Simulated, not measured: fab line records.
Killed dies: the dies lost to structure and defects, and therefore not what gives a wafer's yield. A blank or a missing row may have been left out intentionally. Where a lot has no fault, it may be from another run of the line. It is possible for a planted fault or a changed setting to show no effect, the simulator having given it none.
fab line records | flow sky130
record lots=6 wafers=18 lastDay=50
route steps=708 shown CONTACT@410 PAD_OPEN@708
lots untouched by any fault: they come from a run of this same line in which no faults occurred
startH: hours from the record's opening day to when the first of the lot's shown wafers began | waitH: how many hours have passed since the lot's step before this one | " the same as in the row above | L1.1+2: a single row standing in for several wafers | - no value, or no start given | * or withheld: withheld | < > ~ a bound
route shown NAME@n: names a module that has steps shown in the file, with the first one's number in the route | usual: average and standard deviation across the fault-free wafers | same: alike in all rows | chamber/n: place in a boat | sites: the reading at each site | _std_site: standard deviation across them | _edge_site: outer sites' mean less inner sites' | radiusMm: for every site, how far away it sits from the centre of the wafer | mask NAME#n: copy n | behind: the tool/chamber that last shaped the wafer | hold: cause of the lot's hold/its duration in hours/its outcome | device: names the non-switching transistor (n, p or np) | end of line: the tests these same wafers got at the end of their route | for a step that has no rows: nothing shown but its recipe | killed: not the wafer's yield, but the dies lost to structure and defects at the first sort | map: a wafer's dies, marking killed ones x, the rest . and places with no die _
set.NAME: setting as actually run; set.NAME@STEP: the setting as run at that earlier step | model.NAME: the simulator's own value behind a step, which no gauge read
a table for each step, a row for each wafer; lots at some steps of the route
services: a tool's chamber out of use, with start hour (startH, from the record's first day; less than 0 if before it), hours out, and reason
## steps
# step SKY_CONTACT_CMP_04
# recipe material=SiO2 downForcePsi=4 platenRpm=60 padVelocityMS=0.94248
# usual edgeZonePressureFrac=1.000/0.0054 motorCurrentA=12.7/1.3 timeToEndpointS=82/4.9
# columns lot.wafer tool chamber startH waitH edgeZonePressureFrac motorCurrentA timeToEndpointS
L501.2 cmp-01 0 760.32 0.1 0.990 11.4 86
L501.1 " 1 " " 0.989 10.9 80
L501.6 " 3 " " 0.997 13.5 80
L507.1 cmp-01 1 809.80 0.1 0.999 11.3 87
L507.3 " 2 " " 1.004 14.5 77
L507.5 " 0 " " 0.999 12.4 88
L511.2 cmp-02 3 830.55 0.1 0.998 14.2 77
L511.3 " 1 " " 1.000 11.7 77
L511.5 " 3 " " 0.994 13.3 80
L512.1 cmp-02 3 842.31 0.1 1.003 14.6 76
L512.2 " 0 " " 1.011 12.4 80
L512.4 " 1 " " 1.002 11.7 74
L516.1 cmp-02 2 867.68 0.1 0.999 12.1 81
L516.5 " 1 " " 1.000 11.4 72
L516.6 " 2 " " 0.988 12.0 80
L517.2 cmp-01 1 875.32 0.0 0.992 11.6 90
L517.3 " 3 " " 1.011 13.0 82
L517.4 " 0 " " 0.994 11.0 86
# step SKY_CONTACT_BOW_MEAS_05
# recipe mode=bow
# usual CONTACT_BOW=82/7
# columns lot.wafer tool chamber startH waitH CONTACT_BOW[um]
L501.1 filmMetro-01 - 760.57 0.1 82
L501.2 " - " " 80
L501.6 " - " " 72
L507.1 filmMetro-02 - 810.05 0.2 77
L507.3 " - " " 79
L507.5 " - " " 85
L511.2 filmMetro-01 - 830.82 0.2 82
L511.3 " - " " 72
L511.5 " - " " 67
L512.1 filmMetro-03 - 842.61 0.2 84
L512.2 " - " " 80
L512.4 " - " " 89
L516.1 filmMetro-03 - 867.93 0.2 76
L516.5 " - " " 87
L516.6 " - " " 79
L517.2 filmMetro-02 - 875.64 0.3 78
L517.3 " - " " 88
L517.4 " - " " 84
# step SKY_CONTACT_DEHYDRATE_06
# recipe tempC=200 timeS=60
# step SKY_CONTACT_HMDS_07
# recipe primeTimeS=60 primeTempC=120
# step SKY_CONTACT_COAT_08
# recipe resist=BARC tempC=withheld timeS=withheld spinRpm=3000 resistThkNm=60
# step SKY_CONTACT_COAT_09
# recipe resist=KrF-thick spinRpm=3000 resistThkNm=450
# step SKY_CONTACT_SOFTBAKE_10
# recipe tempC=100 timeS=90 resist=KrF-thick
# step SKY_CONTACT_EXPOSE_11
# recipe maskId=CTM1 na=0.8 sourceShape=annular sigmaInner=0.55 sigmaOuter=0.85 targetCdNm=170 doseMj=38
# step SKY_CONTACT_PEB_12
# recipe pebTempC=withheld pebTimeS=withheld resist=KrF-thick
# step SKY_CONTACT_DEVELOP_13
# recipe developTimeS=60 resist=KrF-thick devTempC=21
# step SKY_CONTACT_CD_MEAS_14
# recipe targetCdNm=170
# usual cdNm=169.6/1.4
# columns lot.wafer tool chamber startH waitH cdNm
L501.1 cdSem-01 - 787.82 - 168.4
L501.2 " - " " 167.6
L501.6 " - " " 168.9
L507.1 cdSem-02 - 837.97 - 171.1
L507.3 " - " " 169.4
L507.5 " - " " 169.6
L511.2 cdSem-01 - 858.49 - 168.6
L511.3 " - " " 169.1
L511.5 " - " " 169.0
L512.1 cdSem-02 - 870.92 - 170.8
L512.2 " - " " 170.2
L512.4 " - " " 169.5
L516.1 cdSem-02 - 894.27 - 169.2
L516.5 " - " " 169.5
L516.6 " - " " 168.6
L517.2 cdSem-01 - 901.59 - 171.2
L517.3 " - " " 172.6
L517.4 " - " " 172.2
# step SKY_CONTACT_OVL_MEAS_15
# usual CONTACT_OVL=0/6.2
# columns lot.wafer tool chamber startH waitH CONTACT_OVL[nm]
L501.1 overlay-01 - 787.94 0.1 8
L501.2 " - " " 4
L501.6 " - " " 4
L507.1 overlay-02 - 838.09 0.1 3
L507.3 " - " " 5
L507.5 " - " " 7
L511.2 overlay-01 - 858.60 0.1 -3
L511.3 " - " " 0
L511.5 " - " " 6
L512.1 overlay-01 - 871.04 0.1 1
L512.2 " - " " 3
L512.4 " - " " -1
L516.1 overlay-01 - 894.39 0.1 1
L516.5 " - " " -7
L516.6 " - " " 0
L517.2 overlay-01 - 901.70 0.1 9
L517.3 " - " " 2
L517.4 " - " " 9
# step SKY_CONTACT_ETCH_16
# recipe chemistry=N2/H2 target=BARC ionEnergyEv=200 sourceW=500 biasW=100 pressureMtorr=30 n2FlowSccm=100 h2FlowSccm=200 stopOn=SiO2 timeS=45.9 targetDepthA=600
# usual biasW=100.0/0.31 chamberPressureMTorr=30.00/0.032 drypumpMotorCurrentA=5.5/0.39 oesProductAu=0.854/0.0055 throttleValvePct=13.224/0.0092 timeS=45.9/0
# columns lot.wafer tool chamber startH waitH biasW chamberPressureMTorr drypumpMotorCurrentA oesProductAu rfHoursCounterH throttleValvePct timeS model.KrF-thick_of_CONTACT_COAT_09.thkNm
L501.1 rieDiel-01 1 787.98 0.0 100.6 30.01 5.5 0.864 12 13.210 45.9 391.2
L501.2 " 3 " " 100.0 30.01 5.5 0.853 1 13.238 45.9 393.6
L501.6 " 0 " " 99.9 29.98 5.0 0.855 - 13.221 45.9 390.5
L507.1 rieDiel-04 2 838.13 0.0 100.1 29.97 5.2 0.856 19 13.221 45.9 390.3
L507.3 " 1 " " 100.2 29.98 6.2 0.846 4 13.233 45.9 391.8
L507.5 " 0 " " 99.5 30.03 5.1 0.853 - 13.209 45.9 391.6
L511.2 rieDiel-02 0 858.63 0.0 - - - - - - - 435.9
L511.3 " 2 " " - - - - - - - 433.9
L511.5 " 0 " " - - - - - - - 433.9
L512.1 rieDiel-04 3 871.08 0.0 - - - - - - - 435.3
L512.2 " 0 " " - - - - - - - 436.3
L512.4 " 2 " " - - - - - - - 434.8
L516.1 rieDiel-04 1 894.43 0.0 100.2 29.99 6.2 0.854 7 13.218 45.9 390.9
L516.5 " 3 " " 99.6 30.01 5.1 0.851 - 13.223 45.9 393.8
L516.6 " 0 " " 99.9 29.98 5.1 0.854 - 13.240 45.9 393.3
L517.2 rieDiel-01 1 901.73 0.0 100.3 29.99 5.5 0.857 16 13.216 45.9 394.6
L517.3 " 3 " " 99.9 29.96 5.5 0.860 6 13.228 45.9 391.2
L517.4 " 0 " " 100.0 30.06 5.0 0.850 16 13.215 45.9 391.1
# step SKY_CONTACT_ETCH_17
# recipe target=SiO2 chemistry=C4F8/O2/Ar stopOn=Si3N4 maskMaterial=KrF-thick sourceW=1500 biasW=1200 pressureMtorr=40 c4f8FlowSccm=withheld O2_flow_sccm=6 Ar_flow_sccm=300 timeS=withheld targetDepthA=3400
# usual biasW=1200/3.2 chamberPressureMTorr=40.00/0.04 oesProductAu=0.891/0.0053
# columns lot.wafer tool chamber startH waitH biasW chamberPressureMTorr oesProductAu
L501.1 rieDiel-01 1 788.02 0.0 1192 40.03 0.898
L501.2 " 3 " " 1199 40.04 0.899
L501.6 " 0 " " 1201 40.03 0.892
L507.1 rieDiel-04 2 838.17 0.0 1196 40.06 0.895
L507.3 " 1 " " 1196 39.96 0.888
L507.5 " 0 " " 1196 39.99 0.891
L511.2 rieDiel-02 0 858.67 0.0 1198 40.03 0.382
L511.3 " 2 " " 1201 40.00 0.378
L511.5 " 0 " " 1197 40.02 0.373
L512.1 rieDiel-04 3 871.12 0.0 1200 40.04 0.381
L512.2 " 0 " " 1196 40.05 0.370
L512.4 " 2 " " 1196 40.00 0.368
L516.1 rieDiel-04 1 894.47 0.0 1198 40.01 0.900
L516.5 " 3 " " 1195 39.93 0.888
L516.6 " 0 " " 1202 40.03 0.889
L517.2 rieDiel-01 1 901.77 0.0 1198 40.00 0.900
L517.3 " 3 " " 1197 40.05 0.895
L517.4 " 0 " " 1200 40.06 0.887
# step SKY_CONTACT_ETCH_18
# recipe target=Si3N4 chemistry=CHF3/O2 stopOn=TiN sourceW=600 biasW=200 pressureMtorr=40 chf3FlowSccm=50 O2_flow_sccm=5 timeS=39 targetDepthA=750
# usual O2_flow_sccm=4.998/0.014 biasW=200.1/0.58 drypumpMotorCurrentA=5.5/0.39 oesProductAu=0.854/0.009 throttleValvePct=8.793/0.0091
# same timeS=39
# columns lot.wafer tool chamber startH waitH O2_flow_sccm biasW drypumpMotorCurrentA oesProductAu rfHoursCounterH throttleValvePct model.KrF-thick_of_CONTACT_COAT_09.thkNm
L501.1 rieDiel-01 1 - - 5.032 200.7 5.5 0.847 12 8.793 241.7
L501.2 " 3 " " 4.990 200.8 5.5 0.846 2 8.793 243.7
L501.6 " 0 " " 4.997 200.8 4.9 0.863 - 8.805 237.8
L507.1 rieDiel-04 2 - - 4.992 200.0 5.2 0.862 20 8.792 233.2
L507.3 " 1 " " 4.999 199.9 6.2 0.867 4 8.779 238.1
L507.5 " 0 " " 4.990 200.3 5.1 0.854 - 8.791 242.5
L511.2 rieDiel-02 0 - - 4.997 200.3 5.7 0.375 0 8.679 286
L511.3 " 2 " " 4.978 200.1 6.2 0.374 3 8.671 280
L511.5 " 0 " " 5.014 200.7 5.7 0.367 - 8.679 284.8
L512.1 rieDiel-04 3 - - 4.992 200.5 5.1 0.382 19 8.664 286.6
L512.2 " 0 " " 4.989 200.4 5.1 0.369 7 8.686 286
L512.4 " 2 " " 4.979 199.2 5.2 0.379 21 8.689 278.5
L516.1 rieDiel-04 1 - - 4.996 200.5 6.2 0.849 7 8.799 239
L516.5 " 3 " " 5.002 199.3 5.1 0.849 - 8.779 244.9
L516.6 " 0 " " 5.020 199.6 5.1 0.857 - 8.798 243.8
L517.2 rieDiel-01 1 - - 5.027 199.0 5.5 0.840 16 8.803 246.3
L517.3 " 3 " " 4.990 200.1 5.5 0.848 6 8.802 239.9
L517.4 " 0 " " 4.965 200.4 4.9 0.861 16 8.800 236.3
# step SKY_CONTACT_STRIP_19
# recipe chemistry=O2/N2 powerW=1400 pressureMtorr=1500 platenTempC=withheld o2FlowSccm=3000 n2FlowSccm=300 overashFraction=0.5
# usual drypumpMotorCurrentA=5.9/0.5 oesProductAu=0.380/0.005 stripTimeToEndpointS=3.61/0.044
# columns lot.wafer tool chamber startH waitH drypumpMotorCurrentA oesProductAu rfHoursCounterH stripTimeToEndpointS
L501.1 plasmaAsher-03 1 788.11 - 5.3 0.373 4 3.60
L501.2 " 0 " " 5.8 0.371 4 3.61
L501.6 " 0 " " 5.8 0.379 - 3.56
L507.1 plasmaAsher-04 0 838.26 - 6.8 0.372 105 3.52
L507.3 " 0 " " 6.8 0.378 - 3.57
L507.5 " 0 " " 6.8 0.382 - 3.62
L511.2 plasmaAsher-04 1 858.76 - 5.3 0.398 107 4.06
L511.3 " 0 " " 6.8 0.403 - 4.03
L511.5 " 1 " " 5.2 0.405 - 4.06
L512.1 plasmaAsher-03 1 871.21 - 5.3 0.406 12 4.09
L512.2 " 0 " " 5.8 0.404 12 4.08
L512.4 " 0 " " 5.8 0.403 - 3.98
L516.1 plasmaAsher-04 1 894.56 - 5.3 0.382 111 3.57
L516.5 " 0 " " 6.8 0.377 - 3.64
L516.6 " 1 " " 5.2 0.383 - 3.63
L517.2 plasmaAsher-02 1 901.86 - 5.9 0.381 75 3.66
L517.3 " 0 " " 6.3 0.381 - 3.59
L517.4 " 1 " " 5.9 0.366 - 3.56
# step SKY_CONTACT_STRIP_20
# recipe chemistry=postEtchResidueRemover timeS=1200 tempC=72.5
# step SKY_PAD_OPEN_PROBE_99
# usual killed_at_M0_to_M3=43/6.6 killed_at_M4_up=3.2/1.9 killedAtContacts=25/5.3 killedAtFrontEnd=16/4.5 killedAtOther=0.3/0.63 killedDies=87/8.9 killedOnRim=17/3.7 killedOpen=48/7.9 killedShort=39/5.3
# same grossDies=492 killedAtBackSide=0
# columns lot.wafer tool chamber startH waitH killed_at_M0_to_M3 killed_at_M4_up killedAtContacts killedAtFrontEnd killedAtOther killedDies killedOnRim killedOpen killedShort
L501.1 prober-01 - 1117.74 0.1 47 4 31 10 0 92 17 58 33
L501.2 prober-01 - 1117.79 0.1 50 2 20 19 0 91 17 54 37
L501.6 prober-01 - 1117.99 0.2 46 1 26 8 1 82 18 46 35
L511.2 prober-01 - 1172.05 0.1 224 70 111 14 73 492 96 53 37
L511.3 prober-01 - 1172.10 0.2 225 68 121 20 58 492 96 61 40
L511.5 prober-01 - 1172.20 0.2 235 58 118 18 63 492 96 53 46
L512.1 prober-02 - 1175.08 0.1 237 69 113 14 59 492 96 42 41
L512.2 prober-02 - 1175.13 0.1 228 60 122 13 69 492 96 44 39
L512.4 prober-02 - 1175.23 0.2 242 57 118 20 55 492 96 68 43
# killed by level:class
L501.1 CONTACT:geometricParticle:open=12 VIA1:geometricParticle:open=12 VIA3:geometricParticle:open=9 CONTACT:geometricParticle:short=6 LI_CONTACT:geometricParticle:open=6 VIA2:geometricParticle:open=6 METAL2:geometricParticle:short=4 LI_CONTACT:geometricParticle:short=4
L501.2 LI_CONTACT:geometricParticle:open=10 CONTACT:geometricParticle:open=9 VIA2:geometricParticle:open=9 VIA1:geometricParticle:open=8 VIA2:geometricParticle:short=7 VIA3:geometricParticle:open=7 FIELD_ISO:geometricParticle:open=6 METAL2:geometricParticle:short=6
L501.6 VIA1:geometricParticle:open=14 LI_CONTACT:geometricParticle:open=9 CONTACT:geometricParticle:open=6 LOCAL_INTERCONNECT:geometricParticle:short=5 METAL2:geometricParticle:short=5 METAL3:geometricParticle:short=5 VIA3:geometricParticle:short=4 VIA2:geometricParticle:open=4
L511.2 CONTACT:areaEtch=85 CAPM:areaExpose=46 VIA3:areaExpose=36 METAL4:areaExpose=36 METAL2:areaExpose=33 VIA4:areaExpose=32 METAL3:areaExpose=32 METAL1:areaExpose=29
L511.3 CONTACT:areaEtch=90 METAL2:areaExpose=38 VIA3:areaExpose=36 VIA4:areaExpose=33 METAL4:areaExpose=32 METAL1:areaExpose=32 CAP2M:areaExpose=30 VIA1:areaExpose=29
L511.5 CONTACT:areaEtch=86 METAL3:areaExpose=46 CAP2M:areaExpose=38 METAL2:areaExpose=33 VIA1:areaExpose=32 VIA3:areaExpose=30 METAL4:areaExpose=30 METAL1:areaExpose=28
L512.1 CONTACT:areaEtch=98 CAP2M:areaExpose=47 METAL1:areaExpose=37 VIA3:areaExpose=34 VIA4:areaExpose=33 METAL3:areaExpose=33 METAL4:areaExpose=33 VIA1:areaExpose=31
L512.2 CONTACT:areaEtch=93 CAP2M:areaExpose=41 VIA3:areaExpose=38 VIA2:areaExpose=36 VIA4:areaExpose=30 METAL1:areaExpose=30 METAL3:areaExpose=29 METAL4:areaExpose=29
L512.4 CONTACT:areaEtch=84 METAL2:areaExpose=38 VIA2:areaExpose=34 VIA1:areaExpose=31 METAL3:areaExpose=30 METAL1:areaExpose=28 VIA3:areaExpose=28 METAL4:areaExpose=28
# map L511.2 (x killed, . not)
__________xxxxxxxxxx_________
________xxxxxxxxxxxxxx_______
______xxxxxxxxxxxxxxxxxx_____
_____xxxxxxxxxxxxxxxxxxxx____
____xxxxxxxxxxxxxxxxxxxxxx___
___xxxxxxxxxxxxxxxxxxxxxxxx__
__xxxxxxxxxxxxxxxxxxxxxxxxxx_
_xxxxxxxxxxxxxxxxxxxxxxxxxxxx
_xxxxxxxxxxxxxxxxxxxxxxxxxxxx
_xxxxxxxxxxxxxxxxxxxxxxxxxxxx
_xxxxxxxxxxxxxxxxxxxxxxxxxxxx
_xxxxxxxxxxxxxxxxxxxxxxxxxxxx
_xxxxxxxxxxxxxxxxxxxxxxxxxxxx
_xxxxxxxxxxxxxxxxxxxxxxxxxxxx
_xxxxxxxxxxxxxxxxxxxxxxxxxxxx
__xxxxxxxxxxxxxxxxxxxxxxxxxx_
___xxxxxxxxxxxxxxxxxxxxxxxx__
____xxxxxxxxxxxxxxxxxxxxxx___
_____xxxxxxxxxxxxxxxxxxxx____
______xxxxxxxxxxxxxxxxxx_____
________xxxxxxxxxxxxxx_______
__________xxxxxxxxxx_________
# map L512.1 (x killed, . not)
__________xxxxxxxxxx_________
________xxxxxxxxxxxxxx_______
______xxxxxxxxxxxxxxxxxx_____
_____xxxxxxxxxxxxxxxxxxxx____
____xxxxxxxxxxxxxxxxxxxxxx___
___xxxxxxxxxxxxxxxxxxxxxxxx__
__xxxxxxxxxxxxxxxxxxxxxxxxxx_
_xxxxxxxxxxxxxxxxxxxxxxxxxxxx
_xxxxxxxxxxxxxxxxxxxxxxxxxxxx
_xxxxxxxxxxxxxxxxxxxxxxxxxxxx
_xxxxxxxxxxxxxxxxxxxxxxxxxxxx
_xxxxxxxxxxxxxxxxxxxxxxxxxxxx
_xxxxxxxxxxxxxxxxxxxxxxxxxxxx
_xxxxxxxxxxxxxxxxxxxxxxxxxxxx
_xxxxxxxxxxxxxxxxxxxxxxxxxxxx
__xxxxxxxxxxxxxxxxxxxxxxxxxx_
___xxxxxxxxxxxxxxxxxxxxxxxx__
____xxxxxxxxxxxxxxxxxxxxxx___
_____xxxxxxxxxxxxxxxxxxxx____
______xxxxxxxxxxxxxxxxxx_____
________xxxxxxxxxxxxxx_______
__________xxxxxxxxxx_________
## services
# columns tool chamber startH hours kind
rieDiel-02 0 743.89 6.9 repair
cmp-02 - 744.00 4.0 pm
cmp-02 - 748.00 - consumableReplace:conditioner
cmp-02 - 748.00 - consumableReplace:pad
rieDiel-02 1 749.22 2.2 repair
rieDiel-01 - 752.37 0.6 repair
rieDiel-02 2 755.86 - clean
plasmaAsher-02 - 757.09 3.2 repair
plasmaAsher-03 - 757.13 8.6 repair
rieDiel-04 - 773.13 2.8 pm
rieDiel-02 2 800.24 14.3 repair
cmp-02 - 801.70 16.7 pm
plasmaAsher-03 - 802.40 3.6 repair
rieDiel-04 3 834.40 19.4 repair
rieDiel-02 - 837.70 0.6 repair
cmp-01 - 839.14 13.2 repair
rieDiel-01 3 843.00 1.2 repair
rieDiel-02 3 849.47 9.4 repair
rieDiel-01 - 875.10 0.3 repair
rieDiel-04 3 885.28 6.2 repair
cmp-02 - 892.31 5.7 pm
rieDiel-04 2 896.27 6.9 repair
cmp-02 - 898.00 6.5 pm
cmp-02 - 899.73 1.8 repair
## key
firstSign step=SKY_CONTACT_ETCH_16 reading=toolRecord direction=missing
effect step=SKY_CONTACT_ETCH_17 reading=oesProductAu direction=down sigmas=98 usual=0.891 struck=0.376
effect step=SKY_CONTACT_ETCH_18 reading=oesProductAu direction=down sigmas=53 usual=0.854 struck=0.374
effect step=SKY_CONTACT_STRIP_19 reading=stripTimeToEndpointS direction=up sigmas=9.9 usual=* struck=*
effect step=SKY_PAD_OPEN_PROBE_99 reading=killedAtOther direction=up sigmas=63 usual=0.3 struck=62.8
modelEffect step=SKY_CONTACT_ETCH_16 value=KrF-thick_of_CONTACT_COAT_09.thkNm without=391 struck=435
modelEffect step=SKY_CONTACT_ETCH_18 value=KrF-thick_of_CONTACT_COAT_09.thkNm without=239.6 struck=283.6
moreKillsBornAt SKY_CONTACT_ETCH_16@rieDiel-04=275 SKY_CONTACT_ETCH_16@rieDiel-02=261
metAt SKY_CONTACT_ETCH_16
struckWafers L511.2,L511.3,L511.5,L512.1,L512.2,L512.4
laterRowsLeftOut L511.2,L511.3,L511.5,L512.1,L512.2,L512.4
testerLeftOut L511,L512
onsetBetween 838.13 858.63
fault kind=skippedStepWhole tool=rieDiel-02,rieDiel-04 chamber=- onsetH=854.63 steps=SKY_CONTACT_ETCH_16 scope=struckLotsOnly
# testerLeftOut: of these lots the tester's yield and bins aren't shown, on N5 and GAA mostly nor the transistor test; their killed dies are dies lost to structure and defects alone, not to doping, threshold or leakage, so they don't give the yield
# laterRowsLeftOut: the simulator's readings of these wafers behind a module that went badly wrong aren't trusted and aren't shown, but for the sort
